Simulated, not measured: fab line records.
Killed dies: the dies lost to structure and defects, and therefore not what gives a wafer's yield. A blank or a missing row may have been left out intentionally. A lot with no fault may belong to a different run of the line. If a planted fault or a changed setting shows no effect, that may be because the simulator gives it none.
fab line records    flow sky130
[record] lots = 12  wafers = 36  last_day = 49
route steps=708 shown CAPM@551 METAL3@566 VIA3@575 PAD_OPEN@708
lots with no fault: from the same line, run without faults
start_h: the number of hours between the record's first day and the start of the first shown wafer of the lot    wait_h: hours since the lot's step before    " same as the row above    L1.1+2: a row that stands for several wafers    - no value, or no start given    * or withheld: withheld    < > ~ a bound
route shown NAME@n: a module of which the file shows steps, and the number in the route of the first    usual: mean/standard deviation of fault-free wafers    same: alike in all rows    chamber/n: place in a boat    sites: the reading at each site    _std_site: standard deviation of those values    _edge_site: mean of outer sites minus mean of inner sites    radius_mm: for every site, how far away it sits from the centre of the wafer    mask NAME#n: copy n    behind: the tool/chamber that last shaped the wafer    hold: what put the lot on hold/how long, in hours/how the hold closed    device: transistor that didn't switch, given as n, p or np    end of line: the same wafers' tests at the end of the route    step lacking rows: just its recipe    killed: at the first sort, the dies lost to defects and structure; wafer yield is something else    map: per-die view of a wafer (x killed, . not killed, _ where there is no die)
set.NAME: the setting the step ran with; set.NAME@STEP: the setting that earlier step ran with    model.NAME: the simulator's own value behind a step, which no gauge read
one table for each step of the route and one row for each wafer, over a sample of lots
services: a tool's chamber out of use, with start hour (start_h, from the record's first day; less than 0 if before it), hours out, and reason
[[steps]]
[step SKY_CAPM_STRIP_14]
[recipe] chemistry = O2/N2  power_w = 1400  pressure_mtorr = 1500  platen_temp_c = withheld  o2_flow_sccm = 3000  n2_flow_sccm = 300  overash_fraction = 0.5
[usual] drypump_motor_current_A = 5.73/0.29  oes_product_au = 0.710/0.0044  strip_time_to_endpoint_s = 12.65/0.047
lot.wafer  tool             chamber  start_h  wait_h  drypump_motor_current_A  oes_product_au  rf_hours_counter_h  strip_time_to_endpoint_s
L333.1     plasma_asher-01  1        892.15   0.1     5.10                     0.706           114                 12.67
L333.3     "                0        "        "       5.71                     0.714           -                   12.70
L333.5     "                0        "        "       5.72                     0.713           -                   12.75
L334.1     plasma_asher-03  0        892.54   0.1     5.63                     0.705           45                  12.59
L334.3     "                0        "        "       5.63                     0.713           -                   12.59
L334.5     "                1        "        "       5.76                     0.714           -                   12.59
L336.1     plasma_asher-01  0        916.97   0.1     5.72                     0.718           116                 12.60
L336.4     "                0        "        "       5.73                     0.714           -                   12.67
L336.6     "                0        "        "       5.71                     0.711           -                   12.62
L337.2     plasma_asher-04  0        921.22   0.1     5.84                     0.711           18                  12.68
L337.3     "                0        "        "       5.83                     0.707           -                   12.62
L337.4     "                1        "        "       6.16                     0.705           -                   12.64
L338.2     plasma_asher-03  1        925.37   0.1     5.75                     0.708           48                  12.72
L338.3     "                0        "        "       5.63                     0.706           -                   12.69
L338.5     "                1        "        "       5.73                     0.704           -                   12.74
L339.3     plasma_asher-04  0        935.08   0.1     5.83                     0.703           -                   12.64
L339.5     "                1        "        "       6.16                     0.709           -                   12.57
L339.6     "                0        "        "       5.83                     0.713           -                   12.55
L343.1     plasma_asher-03  1        949.99   0.1     5.73                     0.714           51                  12.59
L343.2     "                0        "        "       5.62                     0.710           51                  12.62
L343.5     "                0        "        "       5.61                     0.712           -                   12.58
L345.2     plasma_asher-04  1        959.29   0.1     6.15                     0.708           22                  12.76
L345.3     "                1        "        "       6.16                     0.716           -                   12.68
L345.5     "                1        "        "       6.14                     0.710           -                   12.63
L346.1     plasma_asher-03  1        965.70   0.1     5.76                     0.714           52                  12.73
L346.2     "                0        "        "       5.61                     0.710           52                  12.68
L346.4     "                1        "        "       5.76                     0.712           -                   12.70
L347.3     plasma_asher-04  1        975.36   0.1     6.15                     0.707           -                   12.55
L347.5     "                0        "        "       5.82                     0.710           -                   12.60
L347.6     "                1        "        "       6.16                     0.709           -                   12.59
L348.1     plasma_asher-03  0        1000.95  0.1     5.63                     0.714           57                  12.75
L348.2     "                1        "        "       5.72                     0.704           57                  12.67
L348.4     "                0        "        "       5.62                     0.715           -                   12.72
L350.3     plasma_asher-04  1        1001.28  0.1     6.16                     0.711           -                   12.67
L350.5     "                1        "        "       6.16                     0.710           -                   12.63
L350.6     "                0        "        "       5.84                     0.711           -                   12.63
[step SKY_METAL3_ETCH_16]
[recipe] chemistry = N2/H2  target = BARC  ion_energy_ev = 200  bias_w = 100  pressure_mtorr = 30  n2_flow_sccm = 100  h2_flow_sccm = 200  icp_w = 500  stop_on = SiO2  time_s = 88.2  target_depth_a = 600
[usual] drypump_motor_current_A = 5.6/0.64  he_backside_leak_sccm = 3.36/0.22  oes_product_au = 0.627/0.0045  throttle_valve_pct = 13.204/0.0086
lot.wafer  tool          chamber  start_h  wait_h  drypump_motor_current_A  he_backside_leak_sccm  oes_product_au  rf_hours_counter_h  throttle_valve_pct
L333.1     rie_metal-03  1        917.56   0.0     6.0                      3.49                   0.625           17                  13.214
L333.3     "             0        "        "       6.4                      3.61                   0.633           -                   13.211
L333.5     "             0        "        "       6.4                      3.58                   0.631           -                   13.210
L334.1     rie_metal-01  0        917.94   0.1     4.8                      3.16                   0.625           9                   13.208
L334.3     "             0        "        "       4.9                      3.07                   0.630           -                   13.208
L334.5     "             0        "        "       4.9                      3.15                   0.630           -                   13.190
L336.1     rie_metal-03  0        941.56   0.0     6.5                      3.75                   0.623           15                  13.206
L336.4     "             0        "        "       6.5                      3.65                   0.627           -                   13.208
L336.6     "             1        "        "       6.0                      3.42                   0.628           -                   13.201
L337.2     rie_metal-03  0        945.86   0.0     6.5                      3.78                   0.625           16                  13.210
L337.3     "             1        "        "       5.9                      3.70                   0.617           -                   13.196
L337.4     "             0        "        "       6.5                      3.78                   0.633           -                   13.200
L338.2     rie_metal-01  0        950.48   0.1     4.9                      3.14                   0.634           -                   13.199
L338.3     "             0        "        "       4.9                      3.11                   0.618           -                   13.196
L338.5     "             0        "        "       4.9                      3.09                   0.632           -                   13.190
L339.3     rie_metal-03  1        959.10   0.0     5.9                      3.39                   0.623           -                   13.191
L339.5     "             1        "        "       5.9                      3.22                   0.627           -                   13.206
L339.6     "             0        "        "       6.5                      3.60                   0.625           -                   13.213
L343.1     rie_metal-02  1        974.57   0.0     5.9                      3.49                   0.627           17                  13.202
L343.2     "             0        "        "       4.8                      3.25                   0.625           5                   13.202
L343.5     "             0        "        "       4.8                      3.41                   0.638           -                   13.192
L345.2     rie_metal-03  1        983.62   0.0     5.9                      3.38                   0.623           2                   13.203
L345.3     "             1        "        "       5.9                      3.71                   0.629           -                   13.196
L345.5     "             1        "        "       5.9                      3.52                   0.622           -                   13.217
L346.1     rie_metal-02  1        989.71   0.0     5.9                      3.62                   0.616           18                  13.203
L346.2     "             0        "        "       4.8                      3.17                   0.626           5                   13.197
L346.4     "             0        "        "       4.8                      3.29                   0.629           -                   13.193
L347.3     rie_metal-03  1        999.44   0.0     6.0                      3.56                   0.624           -                   13.209
L347.5     "             0        "        "       6.4                      3.48                   0.625           -                   13.204
L347.6     "             1        "        "       5.9                      3.34                   0.629           -                   13.206
L348.1     rie_metal-02  1        1024.60  0.0     5.9                      3.59                   0.624           20                  13.206
L348.2     "             0        "        "       4.8                      3.29                   0.621           7                   13.199
L348.4     "             1        "        "       5.9                      3.32                   0.626           -                   13.192
L350.3     rie_metal-01  1        1024.87  0.0     5.0                      3.02                   0.629           -                   13.192
L350.5     "             1        "        "       5.1                      3.19                   0.632           -                   13.193
L350.6     "             0        "        "       4.9                      3.12                   0.631           -                   13.208
[step SKY_VIA3_CMP_02]
[recipe] material = SiO2  down_force_psi = 4  platen_rpm = 60  pad_velocity_m_s = 0.94248
[usual] motor_current_A = 12.1/1.1  retaining_ring_pressure_frac = 1.001/0.0049
lot.wafer  tool    chamber  start_h  wait_h  motor_current_A  retaining_ring_pressure_frac
L333.1     cmp-01  0        918.71   0.1     10.6             0.999
L333.3     "       1        "        "       14.5             1.003
L333.5     "       1        "        "       14.0             1.000
L334.1     cmp-01  1        919.20   0.1     14.4             0.994
L334.3     "       3        "        "       12.7             0.991
L334.5     "       1        "        "       14.3             1.002
L336.4     cmp-01  3        942.69   0.0     12.5             1.005
L336.1     "       2        "        "       11.9             0.999
L336.6     "       0        "        "       10.5             1.001
L337.3     cmp-01  1        946.98   0.0     14.5             0.999
L337.2     "       3        "        "       11.8             1.004
L337.4     "       0        "        "       11.2             1.002
L338.3     cmp-01  1        951.67   0.0     14.7             0.990
L338.2     "       3        "        "       11.5             1.006
L338.5     "       2        "        "       11.4             1.002
L339.3     cmp-02  1        960.22   0.0     11.7             0.991
L339.6     "       1        "        "       12.1             0.998
L339.5     "       2        "        "       11.1             1.000
L343.2     cmp-02  3        975.74   0.1     12.1             1.010
L343.1     "       0        "        "       12.9             1.006
L343.5     "       2        "        "       10.7             1.002
L345.3     cmp-02  1        984.87   0.2     11.6             0.999
L345.2     "       2        "        "       11.0             0.994
L345.5     "       1        "        "       12.3             1.001
L346.4     cmp-02  3        991.26   0.4     11.7             1.000
L346.1     "       0        "        "       12.4             1.006
L346.2     "       1        "        "       12.1             1.002
L347.3     cmp-01  1        1000.65  0.1     14.2             0.994
L347.6     "       3        "        "       12.5             1.008
L347.5     "       0        "        "       10.6             1.002
L348.2     cmp-01  3        1025.87  0.1     12.1             1.002
L348.4     "       1        "        "       13.7             1.008
L348.1     "       2        "        "       12.3             0.991
L350.3     cmp-01  1        1026.17  0.2     14.7             1.010
L350.5     "       1        "        "       14.4             1.005
L350.6     "       2        "        "       12.0             1.000
[step SKY_VIA3_ETCH_15]
[recipe] target = SiO2  chemistry = C4F8/O2/Ar  target_depth_nm = 507  stop_on = TiN  mask_material = KrF-thick  source_w = 1500  bias_w = 1200  pressure_mtorr = 40  c4f8_flow_sccm = withheld  O2_flow_sccm = 6  Ar_flow_sccm = 300  time_s = 78
[usual] oes_product_au = 0.946/0.0047
lot.wafer  tool         chamber  start_h  wait_h  oes_product_au  rf_hours_counter_h
L333.1     rie_diel-02  2        943.67   0.0     0.934           19
L333.3     "            1        "        "       0.943           10
L333.5     "            1        "        "       0.955           -
L334.1     rie_diel-04  3        944.27   0.0     0.951           13
L334.3     "            0        "        "       0.948           10
L334.5     "            2        "        "       0.943           -
L336.1     rie_diel-04  2        967.62   0.0     0.944           15
L336.4     "            0        "        "       0.949           11
L336.6     "            3        "        "       0.946           -
L337.2     rie_diel-02  2        971.27   0.0     0.947           20
L337.3     "            0        "        "       0.945           20
L337.4     "            1        "        "       0.950           11
L338.2     rie_diel-02  1        975.78   0.0     0.945           11
L338.3     "            3        "        "       0.941           6
L338.5     "            0        "        "       0.947           -
L339.3     rie_diel-01  0        984.82   0.0     0.942           20
L339.5     "            2        "        "       0.946           -
L339.6     "            0        "        "       0.942           -
L343.1     rie_diel-01  3        1000.01  0.0     0.942           19
L343.2     "            1        "        "       0.951           18
L343.5     "            3        "        "       0.943           -
L345.2     rie_diel-01  3        1008.33  0.0     0.938           19
L345.3     "            1        "        "       0.942           18
L345.5     "            2        "        "       0.937           -
L346.1     rie_diel-02  0        1014.43  0.0     0.941           21
L346.2     "            1        "        "       0.947           13
L346.4     "            3        "        "       0.944           7
L347.3     rie_diel-02  2        1024.49  0.0     0.951           21
L347.5     "            0        "        "       0.951           -
L347.6     "            1        "        "       0.941           -
L348.1     rie_diel-01  2        1048.53  0.0     0.943           14
L348.2     "            0        "        "       0.951           22
L348.4     "            3        "        "       0.944           21
L350.3     rie_diel-04  1        1049.26  0.0     0.945           7
L350.5     "            2        "        "       0.947           -
L350.6     "            3        "        "       0.950           -
[step SKY_PAD_OPEN_PROBE_99]
[usual] defect_limited_yield = 82.3/1.9  killed_at_M0_to_M3 = 44/7.3  killed_at_M4_up = 3.4/1.7  killed_at_contacts = 24/5.3  killed_at_front_end = 15/4.1  killed_at_other = 0.4/0.68  killed_dies = 87/9.5  killed_open = 48/7.1  killed_short = 39/5.8  sort_bin_3_pad_short = 0.8/0.39  sort_bin_5_function = 10.4/1.4  sort_bin_6_memory = 6.5/1.1  sort_n_pass = 405/9.5  sort_yield_pct = 82.3/1.9
[same] gross_dies = 492  killed_at_back_side = 0  sort_bin_4_leakage[%] = 0  sort_bin_8_speed[%] = 0
lot.wafer  tool       chamber  start_h  wait_h  defect_limited_yield[%]  killed_at_M0_to_M3  killed_at_M4_up  killed_at_contacts  killed_at_front_end  killed_at_other  killed_dies  killed_open  killed_short  sort_bin_3_pad_short[%]  sort_bin_5_function[%]  sort_bin_6_memory[%]  sort_n_pass  sort_yield_pct[%]
L339.3     prober-01  -        1123.94  0.2     84.3                     33                  2                23                  15                   4                77           40           32            0.8                      10.0                    4.9                   415          84.3
L339.5     prober-01  -        1124.04  0.2     82.7                     51                  4                16                  13                   1                85           45           38            0.8                      11.2                    5.3                   407          82.7
L339.6     prober-01  -        1124.09  0.2     82.9                     43                  3                18                  20                   0                84           44           40            1.0                      9.6                     6.5                   408          82.9
L346.1     prober-01  -        1147.59  0.1     78.3                     62                  2                31                  12                   0                107          45           38            1.6                      13.0                    7.1                   385          78.3
L346.2     prober-01  -        1147.64  0.1     71.3                     95                  6                30                  10                   0                141          36           43            5.1                      16.3                    7.3                   351          71.3
L346.4     prober-01  -        1147.74  0.2     71.1                     102                 2                19                  19                   0                142          43           40            4.9                      17.7                    6.3                   350          71.1
L347.3     prober-02  -        1155.10  0.2     66.7                     111                 5                31                  17                   0                164          62           48            5.3                      19.3                    8.7                   328          66.7
L347.5     prober-02  -        1155.20  0.2     75.2                     75                  2                32                  12                   1                122          57           41            2.8                      13.2                    8.7                   370          75.2
L347.6     prober-02  -        1155.25  0.2     69.7                     96                  3                30                  20                   0                149          44           37            5.1                      16.7                    8.5                   343          69.7
L348.1     prober-01  -        1175.14  0.1     80.7                     46                  5                27                  17                   0                95           49           44            1.6                      11.4                    6.3                   397          80.7
L348.2     prober-01  -        1175.19  0.1     82.9                     40                  4                27                  13                   0                84           48           35            0.4                      10.2                    6.5                   408          82.9
L348.4     prober-01  -        1175.29  0.2     80.7                     53                  3                24                  15                   0                95           52           43            0.8                      13.0                    5.5                   397          80.7
// killed by level:class
L339.3 CONTACT:geometric_particle:open=12 VIA1:geometric_particle:open=9 VIA2:geometric_particle:open=7 FIELD_ISO:geometric_particle:short=4 LI_CONTACT:geometric_particle:open=4 METAL1:geometric_particle:short=4 PASSIVATION:coat_microbubble_printed=4 CONTACT:geometric_particle:short=3
L339.5 VIA1:geometric_particle:open=11 VIA1:geometric_particle:short=8 METAL1:geometric_particle:short=8 METAL2:geometric_particle:short=7 VIA2:geometric_particle:open=7 LI_CONTACT:geometric_particle:open=6 CONTACT:geometric_particle:open=6 VIA3:geometric_particle:open=6
L339.6 VIA1:geometric_particle:open=10 VIA1:geometric_particle:short=7 POLY_GATE:geometric_particle:short=6 LI_CONTACT:geometric_particle:open=6 CONTACT:geometric_particle:short=5 METAL1:geometric_particle:short=5 VIA3:geometric_particle:open=5 FIELD_ISO:geometric_particle:short=3
L346.1 VIA3:unspecified=24 LI_CONTACT:geometric_particle:open=10 VIA3:geometric_particle:open=8 LI_CONTACT:geometric_particle:short=7 CONTACT:geometric_particle:open=7 METAL1:geometric_particle:short=6 VIA3:geometric_particle:short=5 FIELD_ISO:geometric_particle:short=4
L346.2 VIA3:unspecified=62 LI_CONTACT:geometric_particle:open=9 METAL1:geometric_particle:short=7 LI_CONTACT:geometric_particle:short=6 CONTACT:geometric_particle:open=6 VIA1:geometric_particle:open=6 METAL4:geometric_particle:short=6 VIA1:geometric_particle:short=4
L346.4 VIA3:unspecified=58 VIA2:geometric_particle:open=13 VIA1:geometric_particle:open=9 FIELD_ISO:geometric_particle:short=7 CONTACT:geometric_particle:open=6 CONTACT:geometric_particle:short=6 METAL1:geometric_particle:short=6 VIA3:geometric_particle:open=5
L347.3 VIA3:unspecified=54 VIA2:geometric_particle:open=15 VIA1:geometric_particle:open=11 CONTACT:geometric_particle:open=9 CONTACT:geometric_particle:short=7 METAL1:geometric_particle:short=7 LOCAL_INTERCONNECT:geometric_particle:short=6 METAL2:geometric_particle:short=6
L347.5 VIA3:unspecified=24 CONTACT:geometric_particle:open=16 VIA2:geometric_particle:open=13 VIA1:geometric_particle:open=8 METAL2:geometric_particle:short=8 LI_CONTACT:geometric_particle:open=7 POLY_GATE:geometric_particle:short=5 VIA1:geometric_particle:short=5
L347.6 VIA3:unspecified=68 CONTACT:geometric_particle:open=10 VIA1:geometric_particle:open=8 CONTACT:geometric_particle:short=7 LI_CONTACT:geometric_particle:open=6 METAL1:geometric_particle:short=6 POLY_GATE:geometric_particle:short=5 FIELD_ISO:geometric_particle:open=4
L348.1 CONTACT:geometric_particle:open=10 LI_CONTACT:geometric_particle:open=9 VIA1:geometric_particle:open=9 METAL1:geometric_particle:short=8 VIA3:geometric_particle:open=7 VIA2:geometric_particle:open=6 LOCAL_INTERCONNECT:geometric_particle:short=5 POLY_GATE:geometric_particle:short=4
L348.2 CONTACT:geometric_particle:open=9 VIA1:geometric_particle:open=9 LI_CONTACT:geometric_particle:open=7 METAL1:geometric_particle:open=5 METAL1:geometric_particle:short=5 LI_CONTACT:geometric_particle:short=4 VIA3:geometric_particle:open=4 FIELD_ISO:geometric_particle:open=3
L348.4 VIA1:geometric_particle:open=13 VIA2:geometric_particle:open=11 POLY_GATE:geometric_particle:open=6 CONTACT:geometric_particle:open=6 LI_CONTACT:geometric_particle:open=6 VIA1:geometric_particle:short=6 LI_CONTACT:geometric_particle:short=5 METAL1:geometric_particle:short=5
[[services]]
tool             chamber  start_h  hours  kind
cmp-01           -        883.55   3.3    repair
cmp-02           -        884.73   3.4    repair
cmp-01           -        889.07   6.7    repair
cmp-02           -        889.42   0.8    repair
rie_diel-02      2        899.55   14.0   repair
rie_diel-02      3        902.73   4.0    repair
rie_diel-01      0        910.04   1.5    repair
cmp-01           -        912.00   4.0    pm
cmp-02           -        917.92   3.2    repair
rie_metal-03     -        921.76   2.8    pm
rie_metal-02     -        940.59   1.0    repair
rie_metal-02     1        947.69   1.9    repair
rie_metal-02     -        949.61   2.4    repair
rie_metal-02     -        950.11   0.3    repair
cmp-01           -        956.21   36.2   repair
rie_diel-01      2        960.37   3.7    repair
plasma_asher-04  -        969.85   1.0    repair
rie_diel-01      1        981.52   7.1    repair
rie_diel-04      0        992.52   13.9   repair
cmp-02           -        992.59   8.3    pm
cmp-01           -        1000.93  4.5    pm
rie_diel-04      3        1010.11  16.0   repair
plasma_asher-04  -        1026.20  0.4    repair
plasma_asher-04  -        1049.22  11.5   repair
[[key]]
[first_sign] step = SKY_PAD_OPEN_PROBE_99  reading = sort_bin_3_pad_short  direction = up  sigmas = 8.5  usual = 0.8  struck = 4.1
[effect] step = SKY_PAD_OPEN_PROBE_99  reading = killed_at_M0_to_M3  direction = up  sigmas = 6.2  usual = 44  struck = 90
met_at SKY_VIA3_ETCH_15
struck_lots L346,L347
not_acting_at SKY_CAPM_STRIP_14,SKY_METAL3_ETCH_16,SKY_VIA3_CMP_02
onset_between 975.78 1014.43
[fault] kind = chamber_particle_source  tool = rie_diel-02  chamber = -  onset_h = 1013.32  steps = SKY_VIA3_ETCH_15  rate_per_visit_cm2 = 1.8734  end_h = 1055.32
